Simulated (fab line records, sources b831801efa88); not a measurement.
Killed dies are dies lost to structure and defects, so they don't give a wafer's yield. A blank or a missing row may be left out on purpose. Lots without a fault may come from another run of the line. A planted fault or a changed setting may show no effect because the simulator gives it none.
One fault seen from 2 desks | flow sky130 | each desk has only its own numbers; what lay behind them comes last

THE METROLOGY DESK
What the gauges read, lot by lot, whatever tool the lot ran on: means of the sampled wafers that have a number. A lot is out of limits, marked OUT, if its mean lies more than 4 standard deviations from the usual mean; the brackets give that distance.
Columns: A = PWDE_OVL at SKY_PWDE_OVL_MEAS_07, usual 0.3 nm; B = cd_nm at SKY_LOCAL_INTERCONNECT_CD_MEAS_11, usual 170.0 nm
lot  | first seen here | A    | B
L540 | day 4 11:25     | 0.1  | 168.2
L543 | day 5 05:53     | 1.1  | 169.2
L544 | day 5 06:14     | 0.4  | 169.9
L545 | day 5 12:58     | 1.0  | 168.7
L548 | day 5 16:37     | -0.5 | 168.8
L549 | day 6 00:44     | 1.9  | 170.0
L550 | day 6 08:20     | 0.4  | 169.1
L552 | day 6 14:29     | 0.4  | 171.5
L551 | day 6 15:59     | 0.8  | 173.0
L553 | day 6 20:59     | -1.2 | 172.3
L559 | day 8 08:44     | 0.2  | 169.6
L560 | day 8 19:20     | -0.9 | 168.3
L561 | day 9 04:29     | -0.4 | 169.7
L562 | day 9 06:26     | 3.7  | 171.8
This desk's finding: nothing out of limits on any of the 14 lots.

THE TOOL OWNER'S DESK: implanter-04
The tool's own readings at SKY_LDD_N_IMPLANT_12: means of the sampled wafers that have a number, for each lot that ran on this tool. A lot is out of limits, marked OUT, if its mean lies more than 4 standard deviations from the usual mean; the brackets give that distance.
Columns: A = dose_ions_cm2 at SKY_LDD_N_IMPLANT_12, usual 5e+12; B = faraday_current_uA at SKY_LDD_N_IMPLANT_12, usual 28.2
lot  | first seen here | A                       | B
L540 | day 18 13:31    | 5e+12                   | 28.6
L544 | day 20 04:38    | 5e+12                   | 28.3
L549 | day 21 05:06    | 5e+12                   | 28.2
L552 | day 22 06:02    | 1e+13 (+99 or more) OUT | 54.4 (+47) OUT
L553 | day 22 14:57    | 1e+13 (+99 or more) OUT | 57.0 (+51) OUT
L560 | day 25 06:44    | 5e+12                   | 27.7
L561 | day 25 17:17    | 5e+12                   | 28.3
L562 | day 25 22:55    | 5e+12                   | 28.5
This desk's finding: out of limits on L552, L553; first on L552, day 22 06:02 (dose_ions_cm2 at SKY_LDD_N_IMPLANT_12). In limits: L540, L544, L549, L560, L561, L562.

PUT TOGETHER
The tool owner's desk could have raised an alarm at day 22 06:02, on L552, L553.
The metrology desk saw nothing out of limits.
The metrology desk has L552, L553 on record, within its limits.
Of the lots named, all ran SKY_LDD_N_IMPLANT_12 on implanter-04.

WHAT THE SIMULATOR HAD PUT IN
Process parameter drift: implanter-04, from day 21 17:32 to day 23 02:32, at SKY_LDD_N_IMPLANT_12. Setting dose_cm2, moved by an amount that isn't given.
Lots struck among those shown: L552, L553.
Hours from the fault's start to each desk's first reading out of limits: the tool owner's desk, 12.
